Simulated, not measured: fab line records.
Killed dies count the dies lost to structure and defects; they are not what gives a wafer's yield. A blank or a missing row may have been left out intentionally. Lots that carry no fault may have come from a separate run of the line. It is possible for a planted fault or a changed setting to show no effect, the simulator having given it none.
fab line records | flow sky130
[record] lots = 13 wafers = 39 last_day = 50
route steps=708 shown POLY_GATE@227 LDD_P@265 LDD_HVN@271 PAD_OPEN@708
lots with no fault: from the same line, run without faults
start_h: hours from the record's first day to the start of the lot's first wafer shown | wait_h: hours elapsed since this lot's preceding step | " the same as in the row above | L1.1+2: a row that stands for several wafers | - no value, or no start given | * or withheld: withheld | < > ~ a bound
route shown NAME@n: names a module that has steps shown in the file, with the first one's number in the route | usual: mean and standard deviation over wafers with no fault | same: alike in all rows | chamber/n: place in a boat | sites: per-site readings | _std_site: standard deviation across them | _edge_site: inner sites' mean taken away from outer sites' mean | radius_mm: for every site, how far away it sits from the centre of the wafer | mask NAME#n: copy n | behind: the tool/chamber that last shaped the wafer | hold: why the lot went on hold/how many hours it stayed there/how the hold came to an end | device: the n, p or np transistor that did not switch | end of line: the route-end tests of the same wafers | a step with no rows: only its recipe | killed: the dies lost at the first sort to structure and to defects; this is not the yield of the wafer | map: a wafer's dies, x killed, . not, _ none there
set.NAME: the setting as run; set.NAME@STEP: as run at that earlier step | model.NAME: the simulator's own value behind a step, which no gauge read
steps of the route over a sample of lots; a table a step, a row a wafer
services: from which hour (start_h, from the record's first day; less than 0 if before it) a tool's chamber was out of use, for how many hours, and why
[[steps]]
[step SKY_POLY_GATE_CD_MEAS_13]
[recipe] target_cd_nm = 150
[usual] cd_nm = 150.1/1.5
// columns lot.wafer tool chamber start_h wait_h cd_nm
L486.2 cd_sem-02 - 389.65 - 152.4
L486.3 " - " " 153.8
L486.6 " - " " 153.6
L487.1 cd_sem-01 - 406.76 - 149.9
L487.2 " - " " 149.7
L487.4 " - " " 149.5
L490.1 cd_sem-01 - 415.90 - 152.3
L490.2 " - " " 152.0
L490.5 " - " " 151.2
L491.2 cd_sem-02 - 429.90 - 149.2
L491.5 " - " " 148.5
L491.6 " - " " 149.2
L492.1 cd_sem-01 - 430.21 - 149.1
L492.3 " - " " 151.3
L492.4 " - " " 151.0
L494.1 cd_sem-01 - 456.60 - 148.3
L494.2 " - " " 148.8
L494.4 " - " " 148.0
L504.1 cd_sem-01 - 535.86 - 150.6
L504.2 " - " " 149.7
L504.5 " - " " 149.6
L503.1 cd_sem-02 - 536.68 - 149.9
L503.2 " - " " 149.1
L503.5 " - " " 149.8
L505.1 cd_sem-02 - 542.06 - 148.7
L505.3 " - " " 148.8
L505.4 " - " " 151.8
L506.1 cd_sem-01 - 548.03 - 148.4
L506.5 " - " " 149.0
L506.6 " - " " 150.1
L507.2 cd_sem-02 - 551.27 - 152.3
L507.4 " - " " 151.4
L507.6 " - " " 152.8
L508.2 cd_sem-01 - 560.02 - 150.8
L508.3 " - " " 151.2
L508.5 " - " " 149.8
L509.1 cd_sem-02 - 561.65 - 148.9
L509.3 " - " " 149.9
L509.6 " - " " 149.1
[step SKY_LDD_P_STRIP_10]
[recipe] chemistry = O2/N2 power_w = 1400 pressure_mtorr = 1500 platen_temp_c = withheld o2_flow_sccm = 3000 n2_flow_sccm = 300 overash_fraction = 0.5
[usual] drypump_motor_current_A = 5.6/0.47 oes_product_au = 0.715/0.0042 strip_time_to_endpoint_s = 14.18/0.039
// columns lot.wafer tool chamber start_h wait_h drypump_motor_current_A oes_product_au rf_hours_counter_h strip_time_to_endpoint_s
L486.2 plasma_asher-04 0 454.52 0.1 6.2 0.718 2 14.28
L486.3 " 0 " " 6.3 0.719 - 14.25
L486.6 " 0 " " 6.2 0.714 - 14.29
L487.1 plasma_asher-02 0 473.28 0.1 5.8 0.719 76 14.19
L487.2 " 1 " " 6.0 0.720 76 14.17
L487.4 " 0 " " 5.7 0.713 - 14.17
L490.1 plasma_asher-03 0 481.77 0.1 5.3 0.716 32 14.14
L490.2 " 1 " " 5.4 0.716 32 14.14
L490.5 " 0 " " 5.3 0.711 - 14.16
L491.2 plasma_asher-03 1 496.22 0.1 5.4 0.717 34 14.16
L491.5 " 0 " " 5.3 0.717 - 14.19
L491.6 " 1 " " 5.4 0.711 - 14.22
L492.1 plasma_asher-04 1 496.34 0.1 4.8 0.716 7 14.17
L492.3 " 1 " " 4.8 0.717 - 14.19
L492.4 " 0 " " 6.2 0.712 - 14.20
L494.1 plasma_asher-03 0 522.26 0.1 5.3 0.712 36 14.18
L494.2 " 1 " " 5.4 0.719 36 14.16
L494.4 " 0 " " 5.3 0.712 - 14.20
L504.1 plasma_asher-02 0 596.31 0.1 5.7 0.716 88 14.16
L504.2 " 1 " " 6.0 0.714 88 14.17
L504.5 " 1 " " 6.0 0.709 - 14.11
L503.1 plasma_asher-04 1 599.42 0.1 4.8 0.713 17 14.20
L503.2 " 0 " " 6.2 0.718 17 14.20
L503.5 " 0 " " 6.2 0.718 - 14.22
L505.1 plasma_asher-04 0 604.29 0.1 6.2 0.712 17 14.22
L505.3 " 1 " " 4.8 0.716 - 14.23
L505.4 " 0 " " 6.2 0.721 - 14.16
L506.1 plasma_asher-04 1 613.11 0.1 4.8 0.717 18 14.13
L506.5 " 0 " " 6.2 0.714 - 14.17
L506.6 " 1 " " 4.8 0.711 - 14.11
L507.2 plasma_asher-03 1 613.27 0.1 5.4 0.723 46 14.20
L507.4 " 1 " " 5.4 0.710 - 14.17
L507.6 " 0 " " 5.3 0.715 - 14.12
L508.2 plasma_asher-03 1 622.11 0.1 5.4 0.706 47 14.20
L508.3 " 0 " " 5.3 0.710 - 14.24
L508.5 " 1 " " 5.4 0.723 - 14.23
L509.1 plasma_asher-02 0 623.63 0.1 5.8 0.722 91 14.15
L509.3 " 1 " " 6.1 0.718 - 14.17
L509.6 " 1 " " 6.0 0.715 - 14.16
[step SKY_LDD_P_TW_MEAS_11]
[usual] LDD_P_TW = 638/8.7
// columns lot.wafer tool chamber start_h wait_h LDD_P_TW
L486.2 film_metro-04 - 454.63 0.1 625
L486.3 " - " " 627
L486.6 " - " " 628
L487.1 film_metro-03 - 473.38 0.1 643
L487.2 " - " " 647
L487.4 " - " " 640
L490.1 film_metro-03 - 481.87 0.1 645
L490.2 " - " " 645
L490.5 " - " " 647
L491.2 film_metro-04 - 496.33 0.1 629
L491.5 " - " " 627
L491.6 " - " " 625
L492.1 film_metro-02 - 496.44 0.1 628
L492.3 " - " " 628
L492.4 " - " " 629
L494.1 film_metro-03 - 522.36 0.1 645
L494.2 " - " " 648
L494.4 " - " " 649
L504.1 film_metro-03 - 596.41 0.1 644
L504.2 " - " " 648
L504.5 " - " " 645
L503.1 film_metro-03 - 599.52 0.1 648
L503.2 " - " " 646
L503.5 " - " " 647
L505.1 film_metro-03 - 604.39 0.1 651
L505.3 " - " " 647
L505.4 " - " " 648
L506.1 film_metro-03 - 613.21 0.1 649
L506.5 " - " " 650
L506.6 " - " " 647
L507.2 film_metro-02 - 613.38 0.1 629
L507.4 " - " " 629
L507.6 " - " " 629
L508.2 film_metro-02 - 622.22 0.1 626
L508.3 " - " " 630
L508.5 " - " " 624
L509.1 film_metro-03 - 623.73 0.1 645
L509.3 " - " " 651
L509.6 " - " " 652
[step SKY_LDD_HVN_EXPOSE_04]
[recipe] mask_id = HVNTM na = 0.6 source_shape = conventional sigma_outer = 0.6 polarization = unpolarized target_cd_nm = 700 dose_mj = 127
// columns lot.wafer tool chamber start_h wait_h mask
L486.2+3+6 iline_stepper-01 0 470.22 - HVNTM#0
L487.1+2+4 iline_stepper-01 0 488.71 - HVNTM#0
L490.1+2+5 iline_stepper-01 0 497.76 - HVNTM#0
L491.2+5+6 iline_stepper-02 0 511.42 - HVNTM#0
L492.1+3+4 iline_stepper-01 0 511.64 - HVNTM_R1#0
L494.1+2+4 iline_stepper-02 0 537.75 - HVNTM#0
L504.1+2+5 iline_stepper-02 0 611.18 - HVNTM#0
L503.1+2+5 iline_stepper-02 0 613.48 - HVNTM#0
L505.1+3+4 iline_stepper-02 0 619.01 - HVNTM#0
L506.1+5+6 iline_stepper-01 0 627.02 - HVNTM#0
L507.2+4+6 iline_stepper-01 0 627.34 - HVNTM#0
L508.2+3+5 iline_stepper-02 0 636.60 - HVNTM#0
L509.1+3+6 iline_stepper-01 0 638.52 - HVNTM#0
[step SKY_PAD_OPEN_PROBE_99]
[usual] killed_at_M0_to_M3 = 43/7.1 killed_at_M4_up = 3.0/1.6 killed_at_contacts = 24/5.3 killed_at_front_end = 16/4.1 killed_at_other = 0.5/0.82 killed_dies = 86/9.4 killed_on_rim = 17/4.1 killed_open = 46/6.9 killed_short = 39/6.5
[same] gross_dies = 492 killed_at_back_side = 0
// columns lot.wafer tool chamber start_h wait_h killed_at_M0_to_M3 killed_at_M4_up killed_at_contacts killed_at_front_end killed_at_other killed_dies killed_on_rim killed_open killed_short
L486.2 prober-01 - 1086.26 0.1 39 2 31 29 3 104 17 54 47
L486.3 prober-01 - 1086.31 0.2 36 4 30 21 2 93 18 59 33
L486.6 prober-01 - 1086.46 0.2 38 4 30 13 1 86 11 48 36
L487.1 prober-02 - 1100.82 0.1 40 3 32 11 0 86 23 47 39
L487.2 prober-02 - 1100.87 0.1 37 5 19 21 1 83 13 35 48
L487.4 prober-02 - 1100.97 0.2 28 4 17 16 0 65 10 34 31
L490.1 prober-02 - 1108.43 0.1 41 6 26 20 2 95 23 54 39
L490.2 prober-02 - 1108.48 0.1 46 2 27 13 3 91 18 34 54
L490.5 prober-02 - 1108.63 0.2 32 3 22 9 1 67 13 37 29
L491.2 prober-01 - 1114.81 0.1 40 2 35 15 0 92 19 55 37
L491.5 prober-01 - 1114.96 0.2 45 3 27 14 2 91 24 49 40
L491.6 prober-01 - 1115.01 0.2 47 0 25 14 0 86 17 47 39
L492.1 prober-02 - 1118.23 0.1 42 7 19 14 1 83 22 43 38
L492.3 prober-02 - 1118.33 0.2 37 3 15 20 0 75 12 40 35
L492.4 prober-02 - 1118.38 0.2 45 2 27 19 0 93 20 52 41
L494.1 prober-02 - 1129.94 0.1 39 7 20 15 0 81 20 47 34
L494.2 prober-02 - 1129.99 0.1 35 7 15 11 1 69 10 34 34
L494.4 prober-02 - 1130.09 0.2 42 2 25 20 0 89 17 45 44
L504.1 prober-02 - 1178.17 0.1 54 3 30 12 0 99 16 59 40
L504.2 prober-02 - 1178.22 0.1 37 7 29 11 0 84 15 51 32
L504.5 prober-02 - 1178.37 0.2 40 2 33 10 1 86 19 46 39
L503.1 prober-02 - 1181.52 0.1 45 2 16 17 0 80 14 38 42
L503.2 prober-02 - 1181.57 0.1 57 3 35 15 0 110 23 57 53
L503.5 prober-02 - 1181.72 0.2 44 5 24 18 0 91 16 43 48
L505.1 prober-01 - 1183.32 0.1 40 6 31 19 1 97 24 45 52
L505.3 prober-01 - 1183.42 0.2 47 6 31 15 0 99 18 57 41
L505.4 prober-01 - 1183.47 0.2 38 4 18 16 4 80 17 39 41
L507.2 prober-02 - 1189.97 0.1 33 1 22 15 1 72 9 38 34
L507.4 prober-02 - 1190.07 0.2 54 1 21 18 0 94 23 48 46
L507.6 prober-02 - 1190.17 0.2 31 3 18 22 0 74 10 35 39
L506.1 prober-01 - 1190.53 0.1 34 2 21 20 0 77 13 38 38
L506.5 prober-01 - 1190.73 0.2 31 4 31 10 1 77 15 47 30
L506.6 prober-01 - 1190.78 0.2 38 2 30 14 0 84 18 50 33
L508.2 prober-02 - 1193.86 0.1 50 3 30 13 0 96 18 51 45
L508.3 prober-02 - 1193.91 0.2 42 3 27 20 0 92 18 49 43
L508.5 prober-02 - 1194.01 0.2 34 2 23 15 1 75 8 43 32
L509.1 prober-01 - 1196.14 0.1 38 6 22 18 1 85 19 42 40
L509.3 prober-01 - 1196.24 0.2 40 2 14 14 0 70 15 42 28
L509.6 prober-01 - 1196.39 0.2 42 7 24 13 0 86 14 50 35
// killed by level:class
L486.2 CONTACT:geometric_particle:open=11 POLY_GATE:geometric_particle:short=10 VIA1:geometric_particle:open=8 LI_CONTACT:geometric_particle:open=6 CONTACT:geometric_particle:short=6 VIA3:geometric_particle:open=6 FIELD_ISO:geometric_particle:short=5 POLY_GATE:geometric_particle:open=5
L486.3 CONTACT:geometric_particle:open=11 LI_CONTACT:geometric_particle:open=10 VIA3:geometric_particle:open=9 VIA2:geometric_particle:open=7 POLY_GATE:geometric_particle:short=5 POLY_GATE:geometric_particle:open=5 VIA1:geometric_particle:open=5 SPACER:geometric_particle:open=4
L486.6 CONTACT:geometric_particle:open=13 VIA1:geometric_particle:open=13 CONTACT:geometric_particle:short=7 LI_CONTACT:geometric_particle:open=6 VIA2:geometric_particle:open=5 METAL3:geometric_particle:short=4 VIA3:geometric_particle:open=4 FIELD_ISO:geometric_particle:open=3
L487.1 CONTACT:geometric_particle:open=10 VIA1:geometric_particle:open=10 VIA3:geometric_particle:open=10 CONTACT:geometric_particle:short=7 LI_CONTACT:geometric_particle:short=6 FIELD_ISO:geometric_particle:open=4 LI_CONTACT:geometric_particle:open=4 LOCAL_INTERCONNECT:geometric_particle:short=4
L487.2 METAL2:geometric_particle:short=8 VIA1:geometric_particle:open=7 CONTACT:geometric_particle:short=6 LI_CONTACT:geometric_particle:open=5 FIELD_ISO:geometric_particle:short=4 FIELD_ISO:geometric_particle:open=4 POLY_GATE:geometric_particle:open=4 POLY_GATE:geometric_particle:short=4
L487.4 LI_CONTACT:geometric_particle:open=6 POLY_GATE:geometric_particle:open=5 CONTACT:geometric_particle:open=5 VIA1:geometric_particle:short=5 FIELD_ISO:geometric_particle:short=4 FIELD_ISO:geometric_particle:open=4 VIA1:geometric_particle:open=4 VIA2:geometric_particle:short=4
L490.1 CONTACT:geometric_particle:open=15 POLY_GATE:geometric_particle:short=10 LI_CONTACT:geometric_particle:open=7 VIA2:geometric_particle:open=7 METAL2:geometric_particle:short=6 METAL1:geometric_particle:short=6 VIA1:geometric_particle:open=6 VIA3:geometric_particle:open=6
L490.2 LOCAL_INTERCONNECT:geometric_particle:short=8 CONTACT:geometric_particle:short=8 METAL1:geometric_particle:short=7 METAL2:geometric_particle:short=6 FIELD_ISO:geometric_particle:open=5 VIA1:geometric_particle:short=5 CONTACT:geometric_particle:open=5 VIA1:geometric_particle:open=5
L490.5 CONTACT:geometric_particle:open=13 VIA2:geometric_particle:open=6 VIA1:geometric_particle:short=5 VIA1:geometric_particle:open=5 LI_CONTACT:geometric_particle:open=4 METAL2:geometric_particle:short=4 LOCAL_INTERCONNECT:geometric_particle:short=3 METAL1:geometric_particle:short=3
L491.2 CONTACT:geometric_particle:open=13 LI_CONTACT:geometric_particle:open=11 VIA1:geometric_particle:open=8 VIA3:geometric_particle:short=6 VIA3:geometric_particle:open=5 LOCAL_INTERCONNECT:geometric_particle:short=5 LI_CONTACT:geometric_particle:short=4 METAL1:geometric_particle:short=4
L491.5 VIA1:geometric_particle:open=11 CONTACT:geometric_particle:open=10 CONTACT:geometric_particle:short=7 VIA1:geometric_particle:short=6 VIA3:geometric_particle:open=6 VIA3:geometric_particle:short=6 LI_CONTACT:geometric_particle:open=5 METAL2:geometric_particle:short=5
L491.6 VIA1:geometric_particle:open=11 CONTACT:geometric_particle:open=9 LI_CONTACT:geometric_particle:open=8 METAL1:geometric_particle:short=6 METAL2:geometric_particle:short=6 VIA2:geometric_particle:open=6 METAL3:geometric_particle:short=6 FIELD_ISO:geometric_particle:open=4
L492.1 VIA1:geometric_particle:open=16 CONTACT:geometric_particle:open=7 METAL4:geometric_particle:short=6 VIA3:geometric_particle:open=6 FIELD_ISO:geometric_particle:short=5 VIA1:geometric_particle:short=5 VIA2:geometric_particle:open=5 LI_CONTACT:geometric_particle:open=4
L492.3 CONTACT:geometric_particle:open=9 METAL1:geometric_particle:short=8 VIA1:geometric_particle:open=7 FIELD_ISO:geometric_particle:short=6 VIA3:geometric_particle:open=6 POLY_GATE:geometric_particle:open=5 FIELD_ISO:geometric_particle:open=4 VIA1:geometric_particle:short=4
L492.4 CONTACT:geometric_particle:open=12 VIA1:geometric_particle:open=11 LOCAL_INTERCONNECT:geometric_particle:short=7 VIA3:geometric_particle:open=7 METAL1:geometric_particle:short=6 VIA1:geometric_particle:short=6 METAL2:geometric_particle:short=6 FIELD_ISO:geometric_particle:open=5
L494.1 VIA1:geometric_particle:open=14 LOCAL_INTERCONNECT:geometric_particle:short=6 FIELD_ISO:geometric_particle:open=5 CONTACT:geometric_particle:open=5 VIA3:geometric_particle:short=4 POLY_GATE:geometric_particle:open=4 LI_CONTACT:geometric_particle:open=4 CONTACT:geometric_particle:short=4
L494.2 METAL2:geometric_particle:short=8 VIA1:geometric_particle:open=7 LI_CONTACT:geometric_particle:open=6 METAL4:geometric_particle:short=6 METAL1:geometric_particle:short=5 VIA3:geometric_particle:open=5 POLY_GATE:geometric_particle:open=3 CONTACT:geometric_particle:open=3
L494.4 VIA3:geometric_particle:open=8 LI_CONTACT:geometric_particle:open=8 METAL2:geometric_particle:short=6 CONTACT:geometric_particle:open=6 VIA1:geometric_particle:open=5 FIELD_ISO:geometric_particle:short=4 POLY_GATE:geometric_particle:short=4 POLY_GATE:geometric_particle:open=4
L504.1 CONTACT:geometric_particle:open=15 VIA1:geometric_particle:open=13 METAL2:geometric_particle:short=9 LI_CONTACT:geometric_particle:open=7 VIA2:geometric_particle:open=7 VIA3:geometric_particle:open=6 METAL3:geometric_particle:short=4 FIELD_ISO:geometric_particle:short=3
L504.2 VIA1:geometric_particle:open=11 CONTACT:geometric_particle:open=9 VIA2:geometric_particle:open=8 LI_CONTACT:geometric_particle:open=6 LOCAL_INTERCONNECT:geometric_particle:short=5 CONTACT:geometric_particle:short=5 METAL2:geometric_particle:short=4 VIA3:geometric_particle:open=4
L504.5 CONTACT:geometric_particle:open=15 VIA1:geometric_particle:open=11 LI_CONTACT:geometric_particle:open=8 METAL1:geometric_particle:short=7 METAL2:geometric_particle:short=5 VIA2:geometric_particle:open=5 POLY_GATE:geometric_particle:short=4 CONTACT:geometric_particle:short=4
L503.1 VIA1:geometric_particle:short=8 VIA1:geometric_particle:open=7 METAL2:geometric_particle:short=6 VIA2:geometric_particle:open=6 CONTACT:geometric_particle:open=5 METAL1:geometric_particle:short=5 LI_CONTACT:geometric_particle:open=4 VIA3:geometric_particle:open=4
L503.2 CONTACT:geometric_particle:open=15 VIA1:geometric_particle:open=11 VIA3:geometric_particle:open=10 LI_CONTACT:geometric_particle:open=9 VIA1:geometric_particle:short=9 METAL1:geometric_particle:short=7 FIELD_ISO:geometric_particle:short=6 CONTACT:geometric_particle:short=5
L503.5 VIA1:geometric_particle:open=11 METAL2:geometric_particle:short=10 CONTACT:geometric_particle:short=7 CONTACT:geometric_particle:open=6 POLY_GATE:geometric_particle:open=5 POLY_GATE:geometric_particle:short=5 LI_CONTACT:geometric_particle:open=5 LOCAL_INTERCONNECT:geometric_particle:short=4
L505.1 LI_CONTACT:geometric_particle:open=11 CONTACT:geometric_particle:short=7 VIA1:geometric_particle:open=7 METAL2:geometric_particle:short=7 VIA1:geometric_particle:short=6 VIA2:geometric_particle:open=6 POLY_GATE:geometric_particle:short=5 LI_CONTACT:geometric_particle:short=5
L505.3 LI_CONTACT:geometric_particle:open=11 CONTACT:geometric_particle:open=11 VIA1:geometric_particle:open=10 METAL1:geometric_particle:short=9 POLY_GATE:geometric_particle:short=6 METAL2:geometric_particle:short=6 VIA2:geometric_particle:open=6 VIA1:geometric_particle:short=4
L505.4 CONTACT:geometric_particle:open=13 VIA1:geometric_particle:open=10 FIELD_ISO:geometric_particle:short=6 VIA2:geometric_particle:short=5 VIA2:geometric_particle:open=5 METAL2:geometric_particle:short=4 POLY_GATE:geometric_particle:short=4 METAL1:geometric_particle:short=4
L507.2 VIA1:geometric_particle:open=9 METAL1:geometric_particle:short=8 LI_CONTACT:geometric_particle:open=7 LOCAL_INTERCONNECT:geometric_particle:short=6 VIA2:geometric_particle:open=5 POLY_GATE:geometric_particle:open=4 CONTACT:geometric_particle:open=4 FIELD_ISO:geometric_particle:open=3
L507.4 VIA1:geometric_particle:open=12 VIA1:geometric_particle:short=9 VIA3:geometric_particle:open=6 CONTACT:geometric_particle:short=6 METAL1:geometric_particle:short=6 FIELD_ISO:geometric_particle:short=5 CONTACT:geometric_particle:open=5 VIA2:geometric_particle:open=5
L507.6 CONTACT:geometric_particle:open=10 FIELD_ISO:geometric_particle:short=7 METAL2:geometric_particle:short=7 FIELD_ISO:geometric_particle:open=6 METAL3:geometric_particle:short=5 POLY_GATE:geometric_particle:open=4 METAL1:geometric_particle:short=4 VIA1:geometric_particle:open=4
L506.1 LI_CONTACT:geometric_particle:open=7 VIA2:geometric_particle:open=7 POLY_GATE:geometric_particle:short=6 POLY_GATE:geometric_particle:open=6 CONTACT:geometric_particle:open=6 VIA1:geometric_particle:open=6 CONTACT:geometric_particle:short=5 METAL1:geometric_particle:short=4
L506.5 CONTACT:geometric_particle:open=14 VIA1:geometric_particle:open=9 CONTACT:geometric_particle:short=7 FIELD_ISO:geometric_particle:short=5 VIA2:geometric_particle:open=5 LOCAL_INTERCONNECT:geometric_particle:short=4 VIA3:geometric_particle:open=4 LI_CONTACT:geometric_particle:short=3
L506.6 VIA1:geometric_particle:open=13 LI_CONTACT:geometric_particle:open=10 CONTACT:geometric_particle:open=9 CONTACT:geometric_particle:short=5 METAL2:geometric_particle:short=5 METAL1:geometric_particle:short=4 VIA1:geometric_particle:short=4 VIA2:geometric_particle:open=4
L508.2 CONTACT:geometric_particle:open=13 VIA1:geometric_particle:open=9 VIA2:geometric_particle:open=9 CONTACT:geometric_particle:short=7 VIA1:geometric_particle:short=6 VIA3:geometric_particle:short=6 VIA3:geometric_particle:open=6 LI_CONTACT:geometric_particle:open=5
L508.3 CONTACT:geometric_particle:open=13 FIELD_ISO:geometric_particle:open=8 VIA1:geometric_particle:open=8 VIA2:geometric_particle:short=7 VIA3:geometric_particle:open=7 METAL2:geometric_particle:short=6 FIELD_ISO:geometric_particle:short=5 LOCAL_INTERCONNECT:geometric_particle:short=5
L508.5 CONTACT:geometric_particle:open=8 VIA3:geometric_particle:open=7 CONTACT:geometric_particle:short=6 LI_CONTACT:geometric_particle:open=5 VIA2:geometric_particle:open=5 METAL1:geometric_particle:short=5 VIA1:geometric_particle:open=4 METAL2:geometric_particle:short=4
L509.1 VIA1:geometric_particle:open=15 VIA3:geometric_particle:open=9 METAL4:geometric_particle:short=6 LOCAL_INTERCONNECT:geometric_particle:short=5 FIELD_ISO:geometric_particle:short=4 FIELD_ISO:geometric_particle:open=4 POLY_GATE:geometric_particle:open=4 LI_CONTACT:geometric_particle:open=4
L509.3 VIA1:geometric_particle:open=11 CONTACT:geometric_particle:open=8 METAL2:geometric_particle:short=7 FIELD_ISO:geometric_particle:open=6 VIA3:geometric_particle:open=6 METAL1:geometric_particle:short=6 LI_CONTACT:geometric_particle:open=5 FIELD_ISO:geometric_particle:short=4
L509.6 VIA1:geometric_particle:open=12 CONTACT:geometric_particle:open=9 LI_CONTACT:geometric_particle:open=7 VIA3:geometric_particle:open=7 FIELD_ISO:geometric_particle:open=6 VIA1:geometric_particle:short=6 METAL4:geometric_particle:short=6 VIA2:geometric_particle:open=5
[[services]]
// columns tool chamber start_h hours kind
iline_stepper-02 - 472.71 10.2 repair
plasma_asher-03 - 503.19 2.9 repair
plasma_asher-04 - 523.43 1.3 repair
iline_stepper-01 0 535.36 - calibration
iline_stepper-02 0 538.27 - calibration
iline_stepper-02 - 540.41 1.7 pm
iline_stepper-01 - 582.10 1.7 pm
iline_stepper-02 - 603.52 2.1 pm
iline_stepper-02 - 605.61 - consumable_replace:lamp
[[key]]
[first_sign] step = SKY_LDD_HVN_EXPOSE_04 reading = mask direction = changed
effect none on later readings
met_at SKY_LDD_HVN_EXPOSE_04
struck_lots L492
tester_left_out L492
not_acting_at SKY_POLY_GATE_CD_MEAS_13,SKY_LDD_P_STRIP_10,SKY_LDD_P_TW_MEAS_11
onset_between 497.76 511.64
[fault] kind = wrong_mask tool = any chamber = - onset_h = 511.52 steps = SKY_LDD_HVN_EXPOSE_04 aux_copy = HVNTM_R1#0 cd_offset_nm = 105 scope = struck_lots_only
// tester_left_out: of these lots the tester's yield and bins aren't shown, on N5 and GAA mostly nor the transistor test; their killed dies are dies lost to structure and defects alone, not to doping, threshold or leakage, so they don't give the yield
